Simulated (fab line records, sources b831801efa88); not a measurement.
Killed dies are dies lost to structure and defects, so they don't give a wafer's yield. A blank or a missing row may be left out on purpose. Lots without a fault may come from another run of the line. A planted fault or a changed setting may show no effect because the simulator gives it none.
fab line records | flow sfq_line
record lots=7 wafers=20 last_day=81
route steps=325 shown INCOMING@1 L0@3 L0V@16 M0@28 M8@325
lots that met no fault: from a run of the same line without faults
start_h: hours from the record's first day to the start of the lot's first wafer shown | wait_h: hours since the lot's step before | " the same as in the row above | L1.1+2: a row that stands for several wafers | - no value, or no start given | * or withheld: withheld | < > ~ a bound
route shown NAME@n: a module of which the file shows steps, and the number in the route of the first | usual: mean/standard deviation of fault-free wafers | same: alike in all rows | chamber/n: place in a boat | sites: the reading at each site | _std_site: their standard deviation | _edge_site: outer sites' mean less inner sites' | radius_mm: how far each site lies from the wafer's centre | mask NAME#n: copy n | behind: the tool/chamber that last shaped the wafer | hold: why the lot was held/for how many hours/how that ended | device: the transistor (n, p or np) that didn't switch | end of line: the same wafers' tests at the end of the route | a step without rows: its recipe alone | killed: dies lost to structure and defects at the first sort, not the wafer's yield | map: a wafer's dies, x killed, . not, _ none there
set.NAME: the setting as run; set.NAME@STEP: as run at that earlier step | model.NAME: the simulator's own value behind a step, which no gauge read
lots at some steps of the route; a table a step, a row a wafer
services: from which hour (start_h, from the record's first day; less than 0 if before it) a tool's chamber was out of use, for how many hours, and why
## steps
# step SFQ_INCOMING_BOW_MEAS_900
# recipe mode=bow
# usual INCOMING_BOW=0/6.7
# columns lot.wafer tool chamber start_h wait_h INCOMING_BOW[um]
L767.1 film_metro-03 - 40.00 - -6
L767.2 " - " " -10
L767.5 " - " " 2
L771.2 film_metro-02 - 60.02 - -8
L771.4 " - " " -3
L771.5 " - " " 8
L772.1 film_metro-03 - 65.00 - -13
L772.3 " - " " 2
L775.1 film_metro-02 - 80.00 - -1
L775.3 " - " " 9
L775.6 " - " " 2
L776.1 film_metro-03 - 85.00 - -9
L776.3 " - " " -17
L776.4 " - " " -3
L777.2 film_metro-02 - 90.02 - -5
L777.3 " - " " 7
L777.4 " - " " -1
L780.2 film_metro-02 - 105.02 - -4
L780.3 " - " " -7
L780.4 " - " " 0
# step SFQ_TRILAYER_INCOMING_OXIDATION_002
# recipe temp_c=1000 ambient=H2O target_thk_a=5000 p_h2o_torr=720 ox_time_s=4939
# step SFQ_TRILAYER_L0_DEP_SPUTTER_003
# recipe material=MoNx_KI base_pressure_pa=1.33e-06 target_thk_nm=40 power_w=800 time_s=100 chamber_pressure_pa=0.4
# usual base_pressure_pa=1.32e-06/7.7e-08 throttle_valve_pct=30.1/0.91
# columns lot.wafer tool chamber start_h wait_h base_pressure_pa throttle_valve_pct model.MoNx_KI_of_TRILAYER_L0_DEP_SPUTTER_003.thk_nm
L767.1 pvd_sputter-04 - 42.49 0.0 1.47e-06 29.1 40.07
L767.2 " - " " 1.41e-06 31.0 40.38
L767.5 " - " " 1.19e-06 31.0 40.3
L771.2 pvd_sputter-04 - 62.49 0.0 1.18e-06 31.1 40.52
L771.4 " - " " 1.26e-06 30.6 40.52
L771.5 " - " " 1.27e-06 30.7 26.48
L772.1 pvd_sputter-04 - 67.49 0.0 1.27e-06 28.9 26.36
L772.3 " - " " 1.32e-06 30.7 40
L775.1 pvd_sputter-04 - 82.49 0.0 1.36e-06 29.3 26.59
L775.3 " - " " 1.29e-06 30.7 40.46
L775.6 " - " " 1.38e-06 29.4 40.94
L776.1 pvd_sputter-06 - 87.49 0.0 1.39e-06 29.2 39.88
L776.3 " - " " 1.36e-06 28.7 40.14
L776.4 " - " " 1.28e-06 31.3 40.04
L777.2 pvd_sputter-06 - 92.49 0.0 1.24e-06 31.3 39.94
L777.3 " - " " 1.32e-06 28.8 39.87
L777.4 " - " " 1.23e-06 29.4 40.36
L780.2 pvd_sputter-05 - 107.49 0.0 1.22e-06 30.1 39.59
L780.3 " - " " 1.35e-06 29.7 39.36
L780.4 " - " " 1.3e-06 29.4 39.48
# step SFQ_L0_RS_MEAS_901
# recipe thk_meas_gauge=four-point-probe reads=MoNx_KI_of_TRILAYER_L0_DEP_SPUTTER_003
# usual L0_MONX_KI_RS=43.6/0.52
# columns lot.wafer tool chamber start_h wait_h hold L0_MONX_KI_RS[ohm/sq]
L767.1 film_metro-03 - 42.56 0.0 - 43.5
L767.2 " - " " - 43.2
L767.5 " - " " - 43.3
L771.2 film_metro-04 - 62.58 0.1 await_dispo/0.2h/release 43.0
L771.4 " - " " await_dispo/0.2h/release 42.9
L771.5 " - " " await_dispo/0.2h/release 65.7
L771.2 film_metro-04 - 62.87 0.3 - 43.0
L771.4 " - " " - 42.9
L771.5 " - " " - 65.7
L772.1 film_metro-04 - 67.56 0.0 await_dispo/0.2h/release 66.1
L772.3 " - " " await_dispo/0.2h/release 43.5
L772.1 film_metro-04 - 67.85 0.3 - 65.9
L772.3 " - " " - 43.4
L775.1 film_metro-03 - 82.56 0.0 await_dispo/0.2h/release 65.6
L775.3 " - " " await_dispo/0.2h/release 43.1
L775.6 " - " " await_dispo/0.2h/release 42.6
L775.1 film_metro-03 - 82.85 0.3 - 65.5
L775.3 " - " " - 43.1
L775.6 " - " " - 42.5
L776.1 film_metro-04 - 87.56 0.0 - 43.5
L776.3 " - " " - 43.2
L776.4 " - " " - 43.3
L777.2 film_metro-01 - 92.58 0.1 - 43.5
L777.3 " - " " - 43.5
L777.4 " - " " - 43.1
L780.2 film_metro-03 - 107.58 0.1 - 43.9
L780.3 " - " " - 44.2
L780.4 " - " " - 44.2
# step SFQ_L0_THK_MEAS_902
# recipe thk_meas_gauge=xrf reads=MoNx_KI_of_TRILAYER_L0_DEP_SPUTTER_003
# usual L0_MONX_KI_THK=38.7/0.53
# columns lot.wafer tool chamber start_h wait_h hold L0_MONX_KI_THK[nm]
L767.1 film_metro-03 - 42.68 0.1 - 38.7
L767.2 " - " " - 39.0
L767.5 " - " " - 39.1
L771.2 film_metro-04 - 65.43 2.5 await_dispo/0.2h/release 39.2
L771.4 " - " " await_dispo/0.2h/release 39.4
L771.5 " - " " await_dispo/0.2h/release 25.7
L771.2 film_metro-04 - 65.66 0.2 - 39.1
L771.4 " - " " - 39.2
L771.5 " - " " - 25.8
L772.1 film_metro-04 - 73.24 5.4 await_dispo/0.2h/release 25.4
L772.3 " - " " await_dispo/0.2h/release 38.7
L772.1 film_metro-04 - 73.46 0.2 - 25.4
L772.3 " - " " - 38.4
L775.1 film_metro-03 - 85.98 3.1 await_dispo/0.2h/release 25.7
L775.3 " - " " await_dispo/0.2h/release 39.2
L775.6 " - " " await_dispo/0.2h/release 39.8
L775.1 film_metro-03 - 86.20 0.2 - 25.9
L775.3 " - " " - 39.4
L775.6 " - " " - 39.8
L776.1 film_metro-04 - 87.68 0.1 - 38.8
L776.3 " - " " - 38.7
L776.4 " - " " - 38.6
L777.2 film_metro-01 - 92.69 0.1 - 39.0
L777.3 " - " " - 39.0
L777.4 " - " " - 39.3
L780.2 film_metro-03 - 107.69 0.1 - 38.7
L780.3 " - " " - 38.5
L780.4 " - " " - 38.9
# step SFQ_TRILAYER_L0_LITHO_COAT_005
# recipe resist=KrF spin_rpm=3000 resist_thk_nm=600
# step SFQ_TRILAYER_L0_LITHO_SOFTBAKE_009
# recipe temp_c=withheld time_s=withheld resist=KrF
# step SFQ_TRILAYER_L0_LITHO_EXPOSE_006
# recipe mask_id=L0 na=0.6 source_shape=conventional sigma_outer=0.65 target_cd_nm=2000 dose_mj=14.4
# step SFQ_TRILAYER_L0_LITHO_PEB_008
# recipe peb_temp_c=115 peb_time_s=60 resist=KrF
# step SFQ_TRILAYER_L0_LITHO_DEVELOP_007
# recipe time_s=60 resist=KrF
# step SFQ_TRILAYER_L0_BARC_OPEN_METAL_ETCH_010
# recipe mask_material=PR chemistry=O2 target_depth_nm=125 target=BARC icp_w=600 bias_w=80 pressure_mtorr=10 time_s=41.7
# step SFQ_TRILAYER_L0_ETCH_METAL_ETCH_008
# recipe target=MoNx_KI stop_on=SiO2 mask_material=PR chemistry=SF6/O2 target_depth_nm=50 icp_w=600 bias_w=80 pressure_mtorr=10 time_s=25
# usual drypump_motor_current_A=5.7/0.49 oes_product_au=0.872/0.0077
# columns lot.wafer tool chamber start_h wait_h drypump_motor_current_A oes_product_au rf_hours_counter_h
L767.1 rie_metal-04 1 56.48 0.0 5.0 0.867 103
L767.2 " 0 " " 5.2 0.882 6
L767.5 " 1 " " 5.0 0.880 -
L771.2 rie_metal-01 1 74.48 0.0 5.5 0.870 128
L771.4 " 0 " " 6.1 0.879 -
L771.5 " 1 " " 5.5 0.697 -
L772.1 rie_metal-04 1 83.30 0.0 5.0 0.712 108
L772.3 " 0 " " 5.3 0.869 -
L775.1 rie_metal-01 1 98.90 0.0 5.5 0.716 133
L775.3 " 1 " " 5.5 0.877 -
L775.6 " 0 " " 6.1 0.885 -
L776.1 rie_metal-01 1 104.90 0.0 5.5 0.871 134
L776.3 " 0 " " 6.1 0.877 -
L776.4 " 1 " " 5.5 0.865 -
L777.2 rie_metal-02 0 108.50 0.0 6.5 0.869 183
L777.3 " 0 " " 6.5 0.877 -
L777.4 " 1 " " 5.6 0.883 -
L780.2 rie_metal-02 1 121.70 0.0 5.6 0.868 170
L780.3 " 1 " " 5.6 0.864 -
L780.4 " 0 " " 6.5 0.870 -
# step SFQ_TRILAYER_L0_STRIP_STRIP_009
# recipe gas=O2 power_w=200 platen_temp_c=40 overash_fraction=0.65 chemistry=O2 pressure_mtorr=50
# usual drypump_motor_current_A=5.7/0.5 oes_product_au=0.998/0.0081
# same overash_fraction=0.65
# columns lot.wafer tool chamber start_h wait_h drypump_motor_current_A oes_product_au rf_hours_counter_h
L767.1 rie_metal-04 1 56.52 0.0 5.0 1.005 103
L767.2 " 0 " " 5.2 0.998 6
L767.5 " 1 " " 5.0 1.004 -
L771.2 rie_metal-01 1 74.52 0.0 5.5 1.002 128
L771.4 " 0 " " 6.1 1.010 -
L771.5 " 1 " " 5.5 1.005 -
L772.1 rie_metal-04 1 83.34 0.0 5.0 1.008 108
L772.3 " 0 " " 5.3 1.004 -
L775.1 rie_metal-01 1 98.94 0.0 5.5 1.007 133
L775.3 " 1 " " 5.5 0.989 -
L775.6 " 0 " " 6.1 0.998 -
L776.1 rie_metal-01 1 104.94 0.0 5.5 0.999 134
L776.3 " 0 " " 6.1 1.004 -
L776.4 " 1 " " 5.5 0.999 -
L777.2 rie_metal-02 0 108.54 0.0 6.4 0.990 183
L777.3 " 0 " " 6.5 0.986 -
L777.4 " 1 " " 5.6 0.983 -
L780.2 rie_metal-02 1 121.74 0.0 5.6 0.993 170
L780.3 " 1 " " 5.6 0.987 -
L780.4 " 0 " " 6.4 0.980 -
# step SFQ_TRILAYER_L0_STRIP_SOLV_CLEAN_010
# recipe chemistry=NMP temp_c=70 time_s=600
# step SFQ_TRILAYER_L0_CAP_PECVD_011
# recipe material=SiO2 temp_c=150 time_s=13.333 pressure_torr=2.4 rf_w=183.3 precursor=SiH4/N2O target_thk_nm=60
# usual heater_power_w=85/15 susceptor_temp_C=149.99/0.15 throttle_valve_pct=25.3/0.92
# columns lot.wafer tool chamber start_h wait_h heater_power_w susceptor_temp_C throttle_valve_pct
L767.1 pecvd-02 2 57.30 0.0 80 149.77 24.2
L767.2 " 0 " " 111 149.88 24.1
L767.5 " 1 " " 77 150.16 24.6
L771.2 pecvd-02 2 75.30 0.0 87 150.05 24.5
L771.4 " 1 " " 85 149.75 24.9
L771.5 " 2 " " 83 150.03 24.1
L772.1 pecvd-02 2 84.12 0.0 87 150.01 24.2
L772.3 " 1 " " 83 150.17 24.6
L775.1 pecvd-03 0 99.72 0.0 88 150.07 25.8
L775.3 " 1 " " 77 149.97 26.6
L775.6 " 2 " " 58 150.03 26.2
L776.1 pecvd-03 2 105.72 0.0 60 149.96 26.5
L776.3 " 1 " " 79 150.03 26.6
L776.4 " 1 " " 77 149.85 26.4
L777.2 pecvd-04 0 109.32 0.0 81 150.04 26.7
L777.3 " 1 " " 85 149.81 25.5
L777.4 " 0 " " 83 149.85 26.8
L780.2 pecvd-04 0 122.52 0.0 87 150.06 26.6
L780.3 " 2 " " 120 149.84 25.0
L780.4 " 2 " " 118 149.70 25.3
# step SFQ_TRILAYER_L0_VIA_LITHO_COAT_018
# recipe resist=BARC spin_rpm=3000 resist_thk_nm=62
# step SFQ_TRILAYER_L0_VIA_LITHO_COAT_013
# recipe resist=KrF spin_rpm=3000 resist_thk_nm=650
# step SFQ_TRILAYER_L0_VIA_LITHO_SOFTBAKE_017
# recipe temp_c=withheld time_s=withheld resist=KrF
# step SFQ_TRILAYER_L0_VIA_LITHO_EXPOSE_014
# recipe mask_id=L0V na=0.6 source_shape=conventional sigma_outer=0.65 target_cd_nm=700 dose_mj=21.3
# step SFQ_TRILAYER_L0_VIA_LITHO_PEB_016
# recipe peb_temp_c=115 peb_time_s=60 resist=KrF
# step SFQ_TRILAYER_L0_VIA_LITHO_DEVELOP_015
# recipe time_s=60 resist=KrF
# step SFQ_L0V_OVL_MEAS_903
# usual L0V_OVL=-3/5.3
# columns lot.wafer tool chamber start_h wait_h L0V_OVL[nm]
L767.1 overlay-01 - 128.72 0.1 1
L767.2 " - " " 0
L767.5 " - " " -2
L771.2 overlay-02 - 152.25 0.1 2
L771.4 " - " " -4
L771.5 " - " " -2
L772.1 overlay-01 - 199.62 0.1 -7
L772.3 " - " " -5
L775.1 overlay-02 - 218.82 0.1 2
L775.3 " - " " -5
L775.6 " - " " -10
L776.1 overlay-02 - 222.42 0.1 -6
L776.3 " - " " -1
L776.4 " - " " 3
L777.2 overlay-02 - 226.03 0.1 -5
L777.3 " - " " -2
L777.4 " - " " -3
L780.2 overlay-02 - 241.18 0.1 6
L780.3 " - " " 14
L780.4 " - " " 12
# step SFQ_TRILAYER_L0_VIA_BARC_OPEN_VIA_ETCH_021
# recipe mask_material=PR chemistry=O2 target_depth_nm=125 target=BARC source_w=500 bias_w=80 pressure_mtorr=30 time_s=41.7
# usual drypump_motor_current_A=5.7/0.57 oes_product_au=0.685/0.005
# columns lot.wafer tool chamber start_h wait_h drypump_motor_current_A oes_product_au rf_hours_counter_h
L767.1 rie_diel-02 0 128.76 0.0 6.4 0.689 105
L767.2 " 3 " " 5.8 0.685 143
L767.5 " 2 " " 5.6 0.690 -
L771.2 rie_diel-03 2 152.28 0.0 6.5 0.692 1
L771.4 " 0 " " 5.1 0.683 7
L771.5 " 3 " " 5.2 0.688 -
L772.1 rie_diel-04 2 199.66 0.0 5.7 0.691 113
L772.3 " 3 " " 6.2 0.688 69
L775.1 rie_diel-02 3 218.86 0.0 5.8 0.682 144
L775.3 " 2 " " 5.6 0.689 1
L775.6 " 2 " " 5.6 0.681 -
L776.1 rie_diel-04 3 222.46 0.0 6.3 0.680 70
L776.3 " 2 " " 5.6 0.689 114
L776.4 " 0 " " 5.5 0.684 87
L777.2 rie_diel-03 2 226.06 0.0 6.5 0.694 1
L777.3 " 1 " " 6.5 0.684 72
L777.4 " 0 " " 5.0 0.684 8
L780.2 rie_diel-03 3 241.21 0.0 5.2 0.686 136
L780.3 " 1 " " 6.5 0.688 72
L780.4 " 0 " " 5.1 0.682 8
# step SFQ_TRILAYER_L0_VIA_ETCH_VIA_ETCH_016
# recipe target=SiO2 stop_on=MoNx_KI mask_material=PR chemistry=CHF3 target_depth_nm=80 source_w=500 bias_w=80 pressure_mtorr=30 time_s=withheld
# usual drypump_motor_current_A=5.7/0.56 oes_product_au=0.843/0.0079
# columns lot.wafer tool chamber start_h wait_h drypump_motor_current_A oes_product_au
L767.1 rie_diel-02 0 128.80 0.0 6.4 0.840
L767.2 " 3 " " 5.8 0.818
L767.5 " 2 " " 5.6 0.838
L771.2 rie_diel-03 2 152.32 0.0 6.5 0.827
L771.4 " 0 " " 5.1 0.840
L771.5 " 3 " " 5.2 0.831
L772.1 rie_diel-04 2 199.69 0.0 5.6 0.825
L772.3 " 3 " " 6.2 0.842
L775.1 rie_diel-02 3 218.90 0.0 5.8 0.842
L775.3 " 2 " " 5.6 0.848
L775.6 " 2 " " 5.6 0.858
L776.1 rie_diel-04 3 222.50 0.0 6.2 0.850
L776.3 " 2 " " 5.6 0.844
L776.4 " 0 " " 5.6 0.850
L777.2 rie_diel-03 2 226.09 0.0 6.5 0.831
L777.3 " 1 " " 6.5 0.834
L777.4 " 0 " " 5.1 0.844
L780.2 rie_diel-03 3 241.25 0.0 5.2 0.840
L780.3 " 1 " " 6.5 0.851
L780.4 " 0 " " 5.1 0.845
# step SFQ_TRILAYER_L0_VIA_STRIP_STRIP_017
# recipe gas=O2 power_w=200 platen_temp_c=40 overash_fraction=0.65 chemistry=O2 pressure_mtorr=50
# step SFQ_TRILAYER_L0_VIA_STRIP_SOLV_CLEAN_018
# recipe chemistry=NMP temp_c=70 time_s=600
# step SFQ_TRILAYER_M0_DEP_PRE_CLEAN_020
# recipe gas=Ar time_s=15 bias_v=250
# step SFQ_TRILAYER_M0_DEP_SPUTTER_019
# recipe material=Nb base_pressure_pa=1.33e-06 chamber_pressure_pa=0.1333 substrate_temp_c=20 resputter_cathode_voltage_v=400 target_thk_nm=200 power_w=2000 time_s=133.3
# usual base_pressure_pa=1.33e-06/7.8e-08 substrate_temp_c=20.02/0.11 throttle_valve_pct=30.4/1
# columns lot.wafer tool chamber start_h wait_h base_pressure_pa substrate_temp_c throttle_valve_pct
L767.1 pvd_sputter-03 - 129.66 0.0 1.46e-06 20.12 31.1
L767.2 " - " " 1.29e-06 19.80 29.4
L767.5 " - " " 1.42e-06 19.92 31.1
L771.2 pvd_sputter-04 - 153.19 0.0 1.41e-06 20.07 30.8
L771.4 " - " " 1.37e-06 19.95 30.5
L771.5 " - " " 1.36e-06 19.99 30.9
L772.1 pvd_sputter-03 - 201.16 0.0 1.38e-06 19.80 29.2
L772.3 " - " " 1.49e-06 19.99 32.4
L775.1 pvd_sputter-03 - 219.74 0.0 1.43e-06 20.01 30.2
L775.3 " - " " 1.16e-06 20.10 31.1
L775.6 " - " " 1.44e-06 20.04 30.0
L776.1 pvd_sputter-06 - 223.34 0.0 1.32e-06 20.18 31.3
L776.3 " - " " 1.37e-06 19.95 29.4
L776.4 " - " " 1.23e-06 19.86 30.0
L777.2 pvd_sputter-04 - 226.94 0.0 1.35e-06 20.20 31.0
L777.3 " - " " 1.27e-06 19.96 30.6
L777.4 " - " " 1.38e-06 20.09 29.3
L780.2 pvd_sputter-04 - 242.09 0.0 1.2e-06 19.87 29.0
L780.3 " - " " 1.3e-06 19.95 30.7
L780.4 " - " " 1.38e-06 19.97 30.7
# step SFQ_M0_RS_MEAS_904
# recipe thk_meas_gauge=four-point-probe reads=Nb_of_TRILAYER_M0_DEP_SPUTTER_019
# usual M0_NB_RS=0.888/0.0095
# columns lot.wafer tool chamber start_h wait_h M0_NB_RS[ohm/sq]
L767.1 film_metro-03 - 129.75 0.0 0.893
L767.2 " - " " 0.886
L767.5 " - " " 0.889
L771.2 film_metro-02 - 153.30 0.1 0.901
L771.4 " - " " 0.899
L771.5 " - " " 0.896
L772.1 film_metro-03 - 201.25 0.0 0.872
L772.3 " - " " 0.879
L775.1 film_metro-03 - 219.83 0.0 0.891
L775.3 " - " " 0.895
L775.6 " - " " 0.889
L776.1 film_metro-03 - 223.43 0.0 0.885
L776.3 " - " " 0.882
L776.4 " - " " 0.881
L777.2 film_metro-03 - 227.05 0.1 0.881
L777.3 " - " " 0.884
L777.4 " - " " 0.886
L780.2 film_metro-03 - 242.20 0.1 0.890
L780.3 " - " " 0.886
L780.4 " - " " 0.882
# step SFQ_TRILAYER_M0_LITHO_COAT_026
# recipe resist=BARC spin_rpm=3000 resist_thk_nm=62
# step SFQ_M8_BOW_MEAS_951
# recipe mode=bow
# usual M8_BOW=8/11
# columns lot.wafer tool chamber start_h wait_h M8_BOW[um] model.etest.l0v.link_ohm model.etest.l0.ohm_sq model.etest.l0.ohm_um
L767.1 film_metro-02 - 1815.97 0.0 1 44.36 43.44 21.72
L767.2 " - " " -4 44.02 43.11 21.55
L767.5 " - " " 10 44.11 43.19 21.58
L771.2 film_metro-02 - 1876.01 0.0 6 43.88 42.95 21.45
L771.4 " - " " 10 43.89 42.96 21.48
L771.5 " - " " 21 66.66 65.73 32.85
L772.1 film_metro-04 - 1878.39 0.0 -4 66.93 66.04 33
L772.3 " - " " 13 44.43 43.52 21.76
L775.1 film_metro-02 - 1915.12 0.0 4 66.39 65.47 32.76
L775.3 " - " " 15 43.94 43.02 21.52
L775.6 " - " " 7 43.43 42.51 21.27
L776.1 film_metro-01 - 1921.21 0.0 -3 44.55 43.64 21.81
L776.3 " - " " -11 44.28 43.37 21.69
L776.4 " - " " 4 44.38 43.48 21.74
L777.2 film_metro-01 - 1925.94 0.0 -2 44.48 43.58 21.79
L777.3 " - " " 12 44.56 43.65 21.83
L777.4 " - " " 3 44.04 43.13 21.56
L780.2 film_metro-02 - 1944.79 0.0 15 44.88 43.96 22.01
L780.3 " - " " 13 45.14 44.23 22.14
L780.4 " - " " 19 45 44.08 22.06
## services
# columns tool chamber start_h hours kind
rie_metal-01 - 30.79 0.5 repair
rie_diel-02 3 32.21 2.9 repair
rie_diel-02 - 61.97 0.3 repair
pvd_sputter-06 - 69.93 0.5 repair
rie_metal-04 - 75.16 1.2 repair
pvd_sputter-03 - 95.81 1.8 repair
rie_diel-04 1 97.18 1.9 repair
rie_diel-03 1 97.72 2.7 repair
pvd_sputter-06 - 117.60 3.6 repair
rie_diel-03 2 128.09 6.2 repair
pvd_sputter-06 - 139.38 1.9 repair
rie_metal-01 1 139.70 2.7 repair
rie_diel-03 - 158.55 15.6 pm
rie_diel-02 - 166.59 0.8 repair
rie_diel-03 0 176.75 2.4 repair
rie_diel-03 0 187.89 10.4 repair
rie_metal-04 1 196.96 9.6 repair
rie_metal-01 - 198.07 14.6 pm
pecvd-02 - 198.89 0.4 repair
rie_diel-02 1 201.96 6.2 repair
rie_diel-03 2 209.47 2.8 repair
rie_diel-02 0 219.41 14.0 repair
rie_metal-01 - 234.18 1.4 pm
pvd_sputter-03 - 241.48 3.8 repair
## key
first_sign step=SFQ_L0_RS_MEAS_901 reading=visit direction=added
effect step=SFQ_L0_RS_MEAS_901 reading=L0_MONX_KI_RS direction=up sigmas=43 usual=43.6 struck=65.8
effect step=SFQ_L0_THK_MEAS_902 reading=visit direction=added
effect step=SFQ_L0_THK_MEAS_902 reading=L0_MONX_KI_THK direction=down sigmas=25 usual=38.7 struck=25.6
effect step=SFQ_TRILAYER_L0_ETCH_METAL_ETCH_008 reading=oes_product_au direction=down sigmas=21 usual=0.872 struck=0.708
model_effect step=SFQ_TRILAYER_L0_DEP_SPUTTER_003 value=MoNx_KI_of_TRILAYER_L0_DEP_SPUTTER_003.thk_nm without=40.37 struck=26.47
model_effect step=SFQ_M8_BOW_MEAS_951 value=etest.l0v.link_ohm without=44.03 struck=66.66
met_at SFQ_TRILAYER_L0_DEP_SPUTTER_003
struck_wafers L771.5,L772.1,L775.1
onset_between 42.49 62.49
fault kind=process_parameter_drift tool=pvd_sputter-04 chamber=- onset_h=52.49 steps=SFQ_TRILAYER_L0_DEP_SPUTTER_003 channel=target_thk_nm offset=-13.899 shape=step end_h=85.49 scope=struck_wafers_only acts_in=these_recipes_only stated=40
